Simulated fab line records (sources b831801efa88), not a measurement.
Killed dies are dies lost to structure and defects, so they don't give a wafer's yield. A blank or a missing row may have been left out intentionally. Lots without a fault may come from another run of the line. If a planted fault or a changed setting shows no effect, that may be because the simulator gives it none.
Check for tools in common :: flow sfqLine :: Lots sampled 14, wafers sampled 42

== WHY IT WAS OPENED ==
2 of 14 lots carry a flag on the reading M2_NB_RS at SFQ_M2_RS_MEAS_914. Wafers without a fault read 0.884 ohm/sq, standard deviation 0.014.
Rule: a lot gets a flag if all its wafers with a number sit over 4 standard deviations from that mean, or if no wafer of it has a number. The other lots count as sound.

lot: L910
measured: day 27 21:07
on: filmMetro-03
M2_NB_RS (ohm/sq), wafer by wafer: 0.898 0.901 0.873
flag: 

lot: L911
measured: day 27 22:20
on: filmMetro-03
M2_NB_RS (ohm/sq), wafer by wafer: 0.877 0.878 0.877
flag: 

lot: L912
measured: day 27 23:31
on: filmMetro-02
M2_NB_RS (ohm/sq), wafer by wafer: 0.912 0.908 0.908
flag: 

lot: L915
measured: day 28 03:07
on: filmMetro-03
M2_NB_RS (ohm/sq), wafer by wafer: 0.899 0.890 0.888
flag: 

lot: L920
measured: day 33 21:01
on: filmMetro-03
M2_NB_RS (ohm/sq), wafer by wafer: 0.894 0.879 0.897
flag: 

lot: L921
measured: day 34 09:23
on: filmMetro-03
M2_NB_RS (ohm/sq), wafer by wafer: 0.440 0.442 0.438
flag: FLAGGED

lot: L923
measured: day 35 02:11
on: filmMetro-03
M2_NB_RS (ohm/sq), wafer by wafer: 0.429 0.426 0.436
flag: FLAGGED

lot: L926
measured: day 36 04:44
on: filmMetro-03
M2_NB_RS (ohm/sq), wafer by wafer: 0.888 0.879 0.884
flag: 

lot: L928
measured: day 36 10:43
on: filmMetro-01
M2_NB_RS (ohm/sq), wafer by wafer: 0.912 0.905 0.909
flag: 

lot: L929
measured: day 37 20:29
on: filmMetro-02
M2_NB_RS (ohm/sq), wafer by wafer: 0.866 0.880 0.876
flag: 

lot: L930
measured: day 39 01:26
on: filmMetro-01
M2_NB_RS (ohm/sq), wafer by wafer: 0.881 0.858 0.861
flag: 

lot: L931
measured: day 39 06:14
on: filmMetro-01
M2_NB_RS (ohm/sq), wafer by wafer: 0.892 0.891 0.890
flag: 

lot: L932
measured: day 39 17:43
on: filmMetro-01
M2_NB_RS (ohm/sq), wafer by wafer: 0.886 0.889 0.896
flag: 

lot: L933
measured: day 40 02:40
on: filmMetro-02
M2_NB_RS (ohm/sq), wafer by wafer: 0.897 0.879 0.890
flag: 
The numbers of the flagged lots are 0.435 ohm/sq on average: -0.449 ohm/sq against the usual, or -32 standard deviations.

== EACH LOT AND THE TOOL IT RAN ON ==
The record holds 2 process steps before the reading, out of a route of 325 steps. Read each cell as the tool, then ch plus the chambers that the sampled wafers visited, then the start.
lot: L910
flag: 
SFQ_TRILAYER_L0_VIA_BARC_OPEN_VIA_ETCH_021: rieDiel-01 ch 0,1,3, day 6 21:16
SFQ_TRILAYER_M2_DEP_SPUTTER_055: pvdSputter-03, day 27 21:01

lot: L911
flag: 
SFQ_TRILAYER_L0_VIA_BARC_OPEN_VIA_ETCH_021: rieDiel-04 ch 0,1,3, day 7 09:16
SFQ_TRILAYER_M2_DEP_SPUTTER_055: pvdSputter-06, day 27 22:13

lot: L912
flag: 
SFQ_TRILAYER_L0_VIA_BARC_OPEN_VIA_ETCH_021: rieDiel-04 ch 0,2,3, day 7 13:14
SFQ_TRILAYER_M2_DEP_SPUTTER_055: pvdSputter-03, day 27 23:25

lot: L915
flag: 
SFQ_TRILAYER_L0_VIA_BARC_OPEN_VIA_ETCH_021: rieDiel-03 ch 0,2,3, day 8 22:05
SFQ_TRILAYER_M2_DEP_SPUTTER_055: pvdSputter-04, day 28 03:01

lot: L920
flag: 
SFQ_TRILAYER_L0_VIA_BARC_OPEN_VIA_ETCH_021: rieDiel-03 ch 0,1,3, day 9 17:41
SFQ_TRILAYER_M2_DEP_SPUTTER_055: pvdSputter-06, day 33 20:54

lot: L921
flag: FLAGGED
SFQ_TRILAYER_L0_VIA_BARC_OPEN_VIA_ETCH_021: rieDiel-04 ch 0,2,3, day 9 23:41
SFQ_TRILAYER_M2_DEP_SPUTTER_055: pvdSputter-03, day 34 09:01

lot: L923
flag: FLAGGED
SFQ_TRILAYER_L0_VIA_BARC_OPEN_VIA_ETCH_021: rieDiel-04 ch 0,1,3, day 10 10:29
SFQ_TRILAYER_M2_DEP_SPUTTER_055: pvdSputter-06, day 35 01:49

lot: L926
flag: 
SFQ_TRILAYER_L0_VIA_BARC_OPEN_VIA_ETCH_021: rieDiel-04 ch 1,2,3, day 12 07:13
SFQ_TRILAYER_M2_DEP_SPUTTER_055: pvdSputter-06, day 36 04:37

lot: L928
flag: 
SFQ_TRILAYER_L0_VIA_BARC_OPEN_VIA_ETCH_021: rieDiel-04 ch 0,1,3, day 12 21:37
SFQ_TRILAYER_M2_DEP_SPUTTER_055: pvdSputter-03, day 36 10:37

lot: L929
flag: 
SFQ_TRILAYER_L0_VIA_BARC_OPEN_VIA_ETCH_021: rieDiel-04 ch 0,2,3, day 13 09:26
SFQ_TRILAYER_M2_DEP_SPUTTER_055: pvdSputter-06, day 37 20:20

lot: L930
flag: 
SFQ_TRILAYER_L0_VIA_BARC_OPEN_VIA_ETCH_021: rieDiel-04 ch 0,3, day 13 21:26
SFQ_TRILAYER_M2_DEP_SPUTTER_055: pvdSputter-06, day 39 01:21

lot: L931
flag: 
SFQ_TRILAYER_L0_VIA_BARC_OPEN_VIA_ETCH_021: rieDiel-04 ch 0,2,3, day 14 09:09
SFQ_TRILAYER_M2_DEP_SPUTTER_055: pvdSputter-04, day 39 06:09

lot: L932
flag: 
SFQ_TRILAYER_L0_VIA_BARC_OPEN_VIA_ETCH_021: rieDiel-03 ch 0,2,3, day 14 13:57
SFQ_TRILAYER_M2_DEP_SPUTTER_055: pvdSputter-04, day 39 16:57

lot: L933
flag: 
SFQ_TRILAYER_L0_VIA_BARC_OPEN_VIA_ETCH_021: rieDiel-01 ch 1,2,3, day 14 21:09
SFQ_TRILAYER_M2_DEP_SPUTTER_055: pvdSputter-03, day 40 02:33
These steps, and what they do:
- SFQ_TRILAYER_L0_VIA_BARC_OPEN_VIA_ETCH_021: etches BARC in O2, target depth 125 nm, time 41.7 s.
- SFQ_TRILAYER_M2_DEP_SPUTTER_055: material Nb, target thk 200 nm, time 133.3 s.
- SFQ_M2_RS_MEAS_914: measures by four-point-probe.

== FLAGGED OVER TOTAL, TOOL BY TOOL (the gauges that took the reading come last) ==
step: SFQ_TRILAYER_L0_VIA_BARC_OPEN_VIA_ETCH_021
tool: rieDiel-01
lots run: 2
flagged: 0
share of the flagged lots: none
sound lots run after its first flagged lot: -

step: SFQ_TRILAYER_L0_VIA_BARC_OPEN_VIA_ETCH_021
tool: rieDiel-03
lots run: 3
flagged: 0
share of the flagged lots: none
sound lots run after its first flagged lot: -

step: SFQ_TRILAYER_L0_VIA_BARC_OPEN_VIA_ETCH_021
tool: rieDiel-04
lots run: 9
flagged: 2
share of the flagged lots: all
sound lots run after its first flagged lot: 5 (L926,L928,L929,L930,L931)

step: SFQ_TRILAYER_M2_DEP_SPUTTER_055
tool: pvdSputter-03
lots run: 5
flagged: 1
share of the flagged lots: some
sound lots run after its first flagged lot: 2 (L928,L933)

step: SFQ_TRILAYER_M2_DEP_SPUTTER_055
tool: pvdSputter-04
lots run: 3
flagged: 0
share of the flagged lots: none
sound lots run after its first flagged lot: -

step: SFQ_TRILAYER_M2_DEP_SPUTTER_055
tool: pvdSputter-06
lots run: 6
flagged: 1
share of the flagged lots: some
sound lots run after its first flagged lot: 3 (L926,L929,L930)

step: SFQ_M2_RS_MEAS_914
tool: filmMetro-01
lots run: 4
flagged: 0
share of the flagged lots: none
sound lots run after its first flagged lot: -

step: SFQ_M2_RS_MEAS_914
tool: filmMetro-02
lots run: 3
flagged: 0
share of the flagged lots: none
sound lots run after its first flagged lot: -

step: SFQ_M2_RS_MEAS_914
tool: filmMetro-03
lots run: 7
flagged: 2
share of the flagged lots: all
sound lots run after its first flagged lot: 1 (L926)

== THE TABLE: WHAT IT ALLOWS ==
Every flagged lot went through 2 rows of the table: rieDiel-04 at SFQ_TRILAYER_L0_VIA_BARC_OPEN_VIA_ETCH_021 and filmMetro-03 at SFQ_M2_RS_MEAS_914.
- rieDiel-04 at SFQ_TRILAYER_L0_VIA_BARC_OPEN_VIA_ETCH_021 ran 9 lots, 2 of them flagged. Sound lots ran on it after the first flagged one (L926, L928, L929, L930, L931), which a lasting fault on the whole tool wouldn't allow.
- filmMetro-03 at SFQ_M2_RS_MEAS_914 ran 7 lots, 2 of them flagged. Sound lots ran on it after the first flagged one (L926), which a lasting fault on the whole tool wouldn't allow.
Every row of the table either missed a flagged lot or ran a sound lot after the first.

== WHAT THE SIMULATOR HAD INSERTED ==
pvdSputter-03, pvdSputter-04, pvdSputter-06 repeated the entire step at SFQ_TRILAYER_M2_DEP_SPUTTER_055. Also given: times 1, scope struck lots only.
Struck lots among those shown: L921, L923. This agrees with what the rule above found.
